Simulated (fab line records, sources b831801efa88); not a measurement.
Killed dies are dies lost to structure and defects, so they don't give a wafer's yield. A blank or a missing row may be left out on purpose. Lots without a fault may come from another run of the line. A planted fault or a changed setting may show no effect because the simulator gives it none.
fab line records | flow sky130
record lots=6 wafers=18 last_day=50
route steps=708 shown SD_N@344 SD_P@359 RES_XHIGH@360 SALICIDE@361 PAD_OPEN@708
lots that met no fault: from a run of the same line without faults
start_h: hours from the record's first day to the start of the lot's first wafer shown | wait_h: hours since the lot's step before | " the same as in the row above | L1.1+2: a row that stands for several wafers | - no value, or no start given | * or withheld: withheld | < > ~ a bound
route shown NAME@n: a module of which the file shows steps, and the number in the route of the first | usual: mean/standard deviation of fault-free wafers | same: alike in all rows | chamber/n: place in a boat | sites: the reading at each site | _std_site: their standard deviation | _edge_site: outer sites' mean less inner sites' | radius_mm: how far each site lies from the wafer's centre | mask NAME#n: copy n | behind: the tool/chamber that last shaped the wafer | hold: why the lot was held/for how many hours/how that ended | device: the transistor (n, p or np) that didn't switch | end of line: the same wafers' tests at the end of the route | a step without rows: its recipe alone | killed: dies lost to structure and defects at the first sort, not the wafer's yield | map: a wafer's dies, x killed, . not, _ none there
set.NAME: the setting as run; set.NAME@STEP: as run at that earlier step | model.NAME: the simulator's own value behind a step, which no gauge read
lots at some steps of the route; a table a step, a row a wafer
services: from which hour (start_h, from the record's first day; less than 0 if before it) a tool's chamber was out of use, for how many hours, and why
## steps
# step SKY_SD_N_COAT_02
# recipe resist=NOVOLAK spin_rpm=3000 resist_thk_nm=1140
# step SKY_SD_N_SOFTBAKE_03
# recipe temp_c=90 time_s=60 resist=NOVOLAK
# step SKY_SD_N_EXPOSE_04
# recipe mask_id=NSDM na=0.6 source_shape=conventional sigma_outer=0.6 polarization=unpolarized target_cd_nm=380 dose_mj=141
# step SKY_SD_N_PEB_05
# recipe temp_c=withheld time_s=* resist=NOVOLAK
# step SKY_SD_N_DEVELOP_06
# recipe resist=NOVOLAK developer=TMAH develop_time_s=60 dev_temp_c=23
# step SKY_SD_N_CD_MEAS_07
# recipe target_cd_nm=380
# usual cd_nm=379.4/2.4
# columns lot.wafer tool chamber start_h wait_h cd_nm
L858.2 cd_sem-02 - 698.78 0.1 378.9
L858.3 " - " " 379.3
L858.6 " - " " 378.6
L866.1 cd_sem-02 - 763.92 0.1 381.8
L866.2 " - " " 381.7
L866.4 " - " " 384.0
L867.1 cd_sem-01 - 774.52 0.1 380.9
L867.4 " - " " 381.0
L867.6 " - " " 379.4
L869.3 cd_sem-01 - 785.70 0.1 382.7
L869.5 " - " " 378.5
L869.6 " - " " 378.8
L871.2 cd_sem-01 - 797.33 0.1 382.3
L871.3 " - " " 380.2
L871.4 " - " " 383.3
L874.1 cd_sem-01 - 817.87 0.1 379.3
L874.4 " - " " 377.1
L874.5 " - " " 377.8
# step SKY_SD_N_OVL_MEAS_08
# usual SD_N_OVL=0.9/1.3
# columns lot.wafer tool chamber start_h wait_h SD_N_OVL[nm]
L858.2 overlay-02 - 698.89 0.1 3.8
L858.3 " - " " 2.9
L858.6 " - " " 1.2
L866.1 overlay-01 - 764.04 0.1 0.8
L866.2 " - " " 0.2
L866.4 " - " " -1.0
L867.1 overlay-01 - 774.64 0.1 0.8
L867.4 " - " " 0.4
L867.6 " - " " 1.4
L869.3 overlay-02 - 785.79 0.1 0.1
L869.5 " - " " 0.7
L869.6 " - " " 1.8
L871.2 overlay-02 - 797.43 0.1 0.0
L871.3 " - " " 0.7
L871.4 " - " " 1.7
L874.1 overlay-02 - 817.99 0.1 -0.1
L874.4 " - " " 0.5
L874.5 " - " " 1.2
# step SKY_SD_N_IMPLANT_09
# recipe species=As energy_kev=50 dose_cm2=4e+15 tilt_deg=0
# step SKY_SD_N_IMPLANT_10
# recipe species=P energy_kev=20 dose_cm2=1e+14 tilt_deg=0
# step SKY_SD_N_STRIP_11
# recipe chemistry=O2/N2 power_w=1400 pressure_mtorr=1500 platen_temp_c=withheld o2_flow_sccm=3000 n2_flow_sccm=300 overash_fraction=0.5
# usual drypump_motor_current_A=5.9/0.35 oes_product_au=0.527/0.0044 strip_time_to_endpoint_s=22.58/0.043
# same overash_fraction=0.5
# columns lot.wafer tool chamber start_h wait_h drypump_motor_current_A oes_product_au rf_hours_counter_h strip_time_to_endpoint_s
L858.2 plasma_asher-02 1 699.22 0.1 6.1 0.528 58 22.56
L858.3 " 1 " " 6.1 0.530 - 22.58
L858.6 " 1 " " 6.1 0.525 - 22.61
L866.1 plasma_asher-02 0 764.37 0.1 5.9 0.537 65 22.60
L866.2 " 1 " " 6.1 0.535 65 22.56
L866.4 " 1 " " 6.1 0.539 - 22.53
L867.1 plasma_asher-01 1 774.97 0.1 5.1 0.530 3 22.56
L867.4 " 1 " " 5.1 0.528 - 22.63
L867.6 " 0 " " 6.0 0.527 - 22.56
L869.3 plasma_asher-02 1 786.15 0.1 6.1 0.522 - 22.53
L869.5 " 1 " " 6.1 0.525 - 22.49
L869.6 " 0 " " 6.0 0.530 - 22.50
L871.2 plasma_asher-02 1 797.76 0.1 6.1 0.526 69 22.64
L871.3 " 0 " " 6.0 0.525 - 22.58
L871.4 " 1 " " 6.1 0.523 - 22.61
L874.1 plasma_asher-02 1 818.32 0.1 6.1 0.534 71 22.56
L874.4 " 0 " " 5.9 0.535 - 22.60
L874.5 " 1 " " 6.2 0.522 - 22.54
# step SKY_SD_N_TW_MEAS_12
# usual SD_N_TW=4012/24
# columns lot.wafer tool chamber start_h wait_h SD_N_TW
L858.2 film_metro-03 - 699.33 0.1 4017
L858.3 " - " " 4014
L858.6 " - " " 4004
L866.1 film_metro-02 - 764.48 0.1 4027
L866.2 " - " " 4040
L866.4 " - " " 4035
L867.1 film_metro-01 - 775.07 0.1 3975
L867.4 " - " " 3985
L867.6 " - " " 3993
L869.3 film_metro-02 - 786.24 0.1 4052
L869.5 " - " " 4055
L869.6 " - " " 4031
L871.2 film_metro-02 - 797.87 0.1 4054
L871.3 " - " " 4059
L871.4 " - " " 4070
L874.1 film_metro-01 - 818.42 0.1 3987
L874.4 " - " " 3991
L874.5 " - " " 3992
# step SKY_SD_N_CLEAN_13
# recipe chemistry=SC1/SC2 mix=1:4:20 temp_c=70 time_s=150 dry=n2_spin
# step SKY_SD_N_RTA_14
# recipe temp_c=1075 time_s=2 idle_temp_c=650 ramp_up_c_per_s=150 ramp_down_c_per_s=90 ambient=N2
# usual lamp_power_pct=15.73/0.05 wafer_temp_C_max=1078.1/1.4
# columns lot.wafer tool chamber start_h wait_h lamp_power_pct wafer_temp_C_max
L858.2 rtp_anneal-02 0 699.44 0.0 15.71 1077.7
L858.3 " 0 " " 15.71 1079.4
L858.6 " 0 " " 15.70 1077.3
L866.1 rtp_anneal-02 0 764.64 0.0 15.70 1076.4
L866.2 " 0 " " 15.71 1078.1
L866.4 " 0 " " 15.77 1077.1
L867.1 rtp_anneal-01 0 775.18 0.0 15.74 1079.5
L867.4 " 0 " " 15.71 1079.8
L867.6 " 0 " " 15.75 1081.1
L869.3 rtp_anneal-01 0 786.34 0.0 14.33 1080.0
L869.5 " 0 " " 14.33 1078.2
L869.6 " 0 " " 14.22 1080.6
L871.2 rtp_anneal-01 0 797.98 0.0 14.35 1076.9
L871.3 " 0 " " 14.37 1079.4
L871.4 " 0 " " 14.31 1078.3
L874.1 rtp_anneal-02 0 818.54 0.0 15.75 1078.0
L874.4 " 0 " " 15.79 1077.5
L874.5 " 0 " " 15.78 1079.6
# step SKY_SD_N_RS_MEAS_16
# recipe thk_meas_gauge=four-point-probe
# usual SD_N_RS=68.53/0.1
# columns lot.wafer tool chamber start_h wait_h SD_N_RS[ohm/sq]
L858.2 film_metro-01 - 699.62 0.1 68.69
L858.3 " - " " 68.74
L858.6 " - " " 68.64
L866.1 film_metro-01 - 764.84 0.1 68.75
L866.2 " - " " 68.55
L866.4 " - " " 68.62
L867.1 film_metro-01 - 775.36 0.1 68.62
L867.4 " - " " 68.63
L867.6 " - " " 68.61
L869.3 film_metro-02 - 786.54 0.1 74.89
L869.5 " - " " 74.72
L869.6 " - " " 74.74
L871.2 film_metro-02 - 798.17 0.1 74.75
L871.3 " - " " 74.75
L871.4 " - " " 74.67
L874.1 film_metro-03 - 818.77 0.1 68.54
L874.4 " - " " 68.72
L874.5 " - " " 68.63
# step SKY_SD_N_RS_MEAS_17
# recipe thk_meas_gauge=four-point-probe
# usual SD_P_RS=147.0/0.32
# columns lot.wafer tool chamber start_h wait_h SD_P_RS[ohm/sq]
L858.2 film_metro-01 - 699.74 0.1 147.2
L858.3 " - " " 147.3
L858.6 " - " " 147.5
L866.1 film_metro-01 - 764.96 0.1 147.7
L866.2 " - " " 146.7
L866.4 " - " " 147.1
L867.1 film_metro-01 - 775.48 0.1 147.0
L867.4 " - " " 146.8
L867.6 " - " " 146.7
L869.3 film_metro-02 - 786.66 0.1 185.9
L869.5 " - " " 185.5
L869.6 " - " " 185.9
L871.2 film_metro-02 - 798.29 0.1 185.6
L871.3 " - " " 185.3
L871.4 " - " " 185.3
L874.1 film_metro-03 - 818.89 0.1 147.2
L874.4 " - " " 147.1
L874.5 " - " " 147.1
# step SKY_SD_N_RS_MEAS_18
# recipe thk_meas_gauge=four-point-probe
# usual RES_XHIGH_RS=332.9/1
# columns lot.wafer tool chamber start_h wait_h RES_XHIGH_RS[ohm/sq]
L858.2 film_metro-01 - 699.86 0.1 334.9
L858.3 " - " " 334.2
L858.6 " - " " 334.8
L866.1 film_metro-01 - 765.08 0.1 332.0
L866.2 " - " " 332.4
L866.4 " - " " 332.6
L867.1 film_metro-01 - 775.60 0.1 334.7
L867.4 " - " " 334.3
L867.6 " - " " 332.7
L869.3 film_metro-02 - 786.78 0.1 337.4
L869.5 " - " " 336.1
L869.6 " - " " 335.7
L871.2 film_metro-02 - 798.41 0.1 334.1
L871.3 " - " " 334.8
L871.4 " - " " 334.9
L874.1 film_metro-03 - 819.01 0.1 334.6
L874.4 " - " " 335.1
L874.5 " - " " 333.6
# step SKY_SALICIDE_CLEAN_00
# recipe chemistry=HF-last time_s=30 dilution=100:1 dry=ipa_marangoni
# step SKY_PAD_OPEN_PROBE_99
# usual killed_at_M0_to_M3=43/6.9 killed_at_M4_up=3.2/1.6 killed_at_contacts=25/5.1 killed_at_front_end=16/4.5 killed_at_other=0.3/0.68 killed_dies=87/8.9 killed_on_rim=16/3.6 killed_open=48/6.9 killed_short=39/6.3
# same gross_dies=492 killed_at_back_side=0
# columns lot.wafer tool chamber start_h wait_h killed_at_M0_to_M3 killed_at_M4_up killed_at_contacts killed_at_front_end killed_at_other killed_dies killed_on_rim killed_open killed_short model.etest.res_xhigh_po.line_ohm_um model.etest.res_xhigh_po.rs_ohm_sq model.etest.tip_p.rs_ohm_sq model.etest.pfet_01v8.r_on_ohm_um model.etest.res_pdiff.line_ohm_um model.etest.res_high_po.line_ohm_um model.etest.licon_high_po.rc_ohm model.etest.pfet_g5v0d10v5.r_on_ohm_um
L858.2 prober-01 - 1128.58 0.1 32 4 30 21 1 88 19 41 47 5780 2034 6768 2855 1364 762.1 349.4 4758
L858.3 prober-01 - 1128.63 0.2 43 4 21 11 0 79 17 42 36 5708 1991 6742 2929 1381 737.5 355.7 4814
L858.6 prober-01 - 1128.78 0.2 40 6 24 17 0 87 18 47 40 5849 2064 6789 2898 1345 766.4 366.1 4760
L866.1 prober-02 - 1170.49 0.1 26 4 33 15 1 79 11 44 34 5505 1952 6768 2892 1362 740 344.4 4773
L866.2 prober-02 - 1170.54 0.1 48 4 16 14 1 83 14 43 39 5682 1983 6795 2928 1363 745.8 345.6 4759
L866.4 prober-02 - 1170.64 0.2 40 0 19 26 0 85 18 45 40 5727 2018 6828 2975 1384 743.1 356.5 4845
L867.1 prober-01 - 1177.84 0.1 45 6 21 15 0 87 15 46 41 5704 2042 6863 2864 1374 764.6 351.9 4742
L867.4 prober-01 - 1177.99 0.2 59 0 15 17 1 92 20 54 38 5386 1897 6872 2854 1389 731.6 347.2 4749
L867.6 prober-01 - 1178.09 0.2 47 4 22 21 2 96 16 58 38 5294 1883 6803 2899 1349 743.2 334.4 4773
L869.3 prober-01 - 1184.83 0.2 46 1 29 15 0 91 16 48 43 8760 3079 7309 3465 1766 1086 650.9 5015
L869.5 prober-01 - 1184.93 0.2 41 2 29 17 0 89 18 54 35 8630 2963 7352 3325 1768 1070 625.8 4903
L869.6 prober-01 - 1184.98 0.2 42 1 23 18 0 84 22 53 31 8779 3090 7328 3457 1748 1091 635.7 4935
L871.2 prober-01 - 1190.94 0.1 43 3 20 24 0 90 23 41 47 8823 3080 7488 3334 1743 1085 640.2 5010
L871.3 prober-01 - 1190.99 0.2 48 4 27 11 1 91 21 45 46 8913 3097 7431 3307 1784 1096 653.4 4978
L871.4 prober-01 - 1191.04 0.2 53 4 22 17 0 96 20 51 45 8867 3066 7442 3371 1751 1091 670.1 5052
L874.1 prober-01 - 1204.49 0.1 40 0 32 16 0 88 14 46 42 5660 1968 6920 2958 1377 740.3 339.8 4892
L874.4 prober-01 - 1204.64 0.2 47 3 25 24 0 99 16 53 46 5471 1899 6914 2958 1376 723.5 341.6 4894
L874.5 prober-01 - 1204.69 0.2 35 1 28 17 0 81 20 39 42 5608 1931 6891 2977 1362 732.5 339 4883
# killed by level:class
L858.2 CONTACT:geometric_particle:open=11 POLY_GATE:geometric_particle:short=8 LI_CONTACT:geometric_particle:open=8 CONTACT:geometric_particle:short=7 METAL2:geometric_particle:short=7 VIA1:geometric_particle:open=6 POLY_GATE:geometric_particle:open=5 VIA1:geometric_particle:short=5
L858.3 LI_CONTACT:geometric_particle:open=9 CONTACT:geometric_particle:open=9 VIA3:geometric_particle:open=8 METAL1:geometric_particle:short=7 METAL2:geometric_particle:short=6 VIA3:geometric_particle:short=6 VIA1:geometric_particle:short=4 VIA1:geometric_particle:open=4
L858.6 CONTACT:geometric_particle:open=14 VIA2:geometric_particle:open=12 VIA1:geometric_particle:open=7 FIELD_ISO:geometric_particle:open=6 METAL2:geometric_particle:short=6 VIA1:geometric_particle:short=4 FIELD_ISO:geometric_particle:short=4 LOCAL_INTERCONNECT:geometric_particle:short=4
L866.1 CONTACT:geometric_particle:open=10 CONTACT:geometric_particle:short=9 LI_CONTACT:geometric_particle:open=7 VIA2:geometric_particle:open=7 VIA1:geometric_particle:open=5 FIELD_ISO:geometric_particle:short=4 LOCAL_INTERCONNECT:geometric_particle:short=4 METAL1:geometric_particle:short=4
L866.2 VIA1:geometric_particle:open=12 METAL1:geometric_particle:short=9 CONTACT:geometric_particle:open=8 METAL2:geometric_particle:short=8 FIELD_ISO:geometric_particle:open=5 POLY_GATE:geometric_particle:open=5 VIA3:geometric_particle:short=5 CONTACT:geometric_particle:short=3
L866.4 FIELD_ISO:geometric_particle:short=14 CONTACT:geometric_particle:open=11 VIA1:geometric_particle:open=10 FIELD_ISO:geometric_particle:open=9 METAL1:geometric_particle:short=6 VIA3:geometric_particle:open=5 LI_CONTACT:geometric_particle:open=4 VIA1:geometric_particle:short=4
L867.1 CONTACT:geometric_particle:open=9 VIA2:geometric_particle:open=9 LI_CONTACT:geometric_particle:open=6 VIA1:geometric_particle:open=6 VIA1:geometric_particle:short=6 METAL2:geometric_particle:short=6 METAL1:geometric_particle:short=5 FIELD_ISO:geometric_particle:short=4
L867.4 VIA1:geometric_particle:open=16 VIA3:geometric_particle:open=9 VIA2:geometric_particle:open=9 FIELD_ISO:geometric_particle:short=5 LI_CONTACT:geometric_particle:open=5 VIA2:geometric_particle:short=5 VIA3:geometric_particle:short=5 METAL1:geometric_particle:short=4
L867.6 VIA1:geometric_particle:open=17 CONTACT:geometric_particle:open=11 FIELD_ISO:geometric_particle:short=8 VIA1:geometric_particle:short=7 POLY_GATE:geometric_particle:open=6 VIA2:geometric_particle:open=5 METAL4:geometric_particle:short=4 LI_CONTACT:geometric_particle:open=4
L869.3 VIA1:geometric_particle:open=10 LI_CONTACT:geometric_particle:open=9 CONTACT:geometric_particle:open=8 VIA2:geometric_particle:short=8 CONTACT:geometric_particle:short=7 VIA2:geometric_particle:open=7 METAL2:geometric_particle:short=6 POLY_GATE:geometric_particle:short=4
L869.5 CONTACT:geometric_particle:open=11 LI_CONTACT:geometric_particle:open=10 VIA1:geometric_particle:open=9 VIA2:geometric_particle:open=7 VIA3:geometric_particle:open=7 VIA1:geometric_particle:short=6 FIELD_ISO:geometric_particle:short=5 CONTACT:geometric_particle:short=5
L869.6 VIA1:geometric_particle:open=11 CONTACT:geometric_particle:open=9 VIA2:geometric_particle:open=7 VIA3:geometric_particle:open=6 METAL1:geometric_particle:short=6 POLY_GATE:geometric_particle:open=5 LI_CONTACT:geometric_particle:open=5 LOCAL_INTERCONNECT:geometric_particle:short=5
L871.2 VIA1:geometric_particle:short=8 VIA1:geometric_particle:open=8 METAL1:geometric_particle:short=7 FIELD_ISO:geometric_particle:open=6 CONTACT:geometric_particle:short=6 VIA3:geometric_particle:open=6 FIELD_ISO:geometric_particle:short=5 LI_CONTACT:geometric_particle:open=5
L871.3 CONTACT:geometric_particle:open=8 VIA1:geometric_particle:open=8 LI_CONTACT:geometric_particle:open=7 VIA3:geometric_particle:short=5 CONTACT:geometric_particle:short=5 VIA2:geometric_particle:short=5 METAL1:geometric_particle:short=5 VIA1:geometric_particle:short=5
L871.4 VIA3:geometric_particle:open=11 VIA1:geometric_particle:open=8 METAL2:geometric_particle:short=7 POLY_GATE:geometric_particle:short=6 CONTACT:geometric_particle:short=6 LI_CONTACT:geometric_particle:open=6 VIA1:geometric_particle:short=6 VIA2:geometric_particle:open=6
L874.1 CONTACT:geometric_particle:open=12 LI_CONTACT:geometric_particle:open=8 METAL1:geometric_particle:short=8 VIA2:geometric_particle:open=7 CONTACT:geometric_particle:short=6 VIA1:geometric_particle:open=6 VIA1:geometric_particle:short=6 FIELD_ISO:geometric_particle:short=4
L874.4 CONTACT:geometric_particle:open=12 FIELD_ISO:geometric_particle:short=10 METAL1:geometric_particle:short=9 FIELD_ISO:geometric_particle:open=8 LI_CONTACT:geometric_particle:open=8 VIA3:geometric_particle:open=7 VIA2:geometric_particle:open=7 VIA1:geometric_particle:short=6
L874.5 CONTACT:geometric_particle:open=13 VIA1:geometric_particle:open=8 FIELD_ISO:geometric_particle:short=7 LOCAL_INTERCONNECT:geometric_particle:short=5 VIA1:geometric_particle:short=5 VIA3:geometric_particle:open=5 LI_CONTACT:geometric_particle:open=4 CONTACT:geometric_particle:short=4
## services
# columns tool chamber start_h hours kind
rtp_anneal-01 - 683.56 1.7 pm
plasma_asher-01 - 733.75 9.0 pm
plasma_asher-01 0 733.75 9.0 vent_cycle
plasma_asher-01 1 733.75 9.0 vent_cycle
plasma_asher-01 0 742.75 - clean
plasma_asher-01 1 742.75 - clean
## key
first_sign step=SKY_SD_N_RTA_14 reading=lamp_power_pct direction=down sigmas=28 usual=15.73 struck=14.32
effect step=SKY_SD_N_RS_MEAS_16 reading=SD_N_RS direction=up sigmas=62 usual=68.53 struck=74.75
effect step=SKY_SD_N_RS_MEAS_17 reading=SD_P_RS direction=up sigmas=99+ usual=147.0 struck=185.6
effect step=SKY_SD_N_RS_MEAS_18 reading=RES_XHIGH_RS direction=up sigmas=2.6 usual=332.9 struck=335.5
model_effect step=SKY_PAD_OPEN_PROBE_99 value=etest.res_xhigh_po.line_ohm_um without=5778 struck=8795
met_at SKY_SD_N_RTA_14
struck_wafers L869.3,L869.5,L869.6,L871.2,L871.3,L871.4
tester_left_out L869,L871
onset_between 775.18 786.34
fault kind=process_parameter_drift tool=rtp_anneal-01 chamber=- onset_h=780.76 steps=SKY_SD_N_RTA_14 channel=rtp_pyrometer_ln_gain offset=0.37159 shape=step end_h=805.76
# tester_left_out: of these lots the tester's yield and bins aren't shown, on N5 and GAA mostly nor the transistor test; their killed dies are dies lost to structure and defects alone, not to doping, threshold or leakage, so they don't give the yield
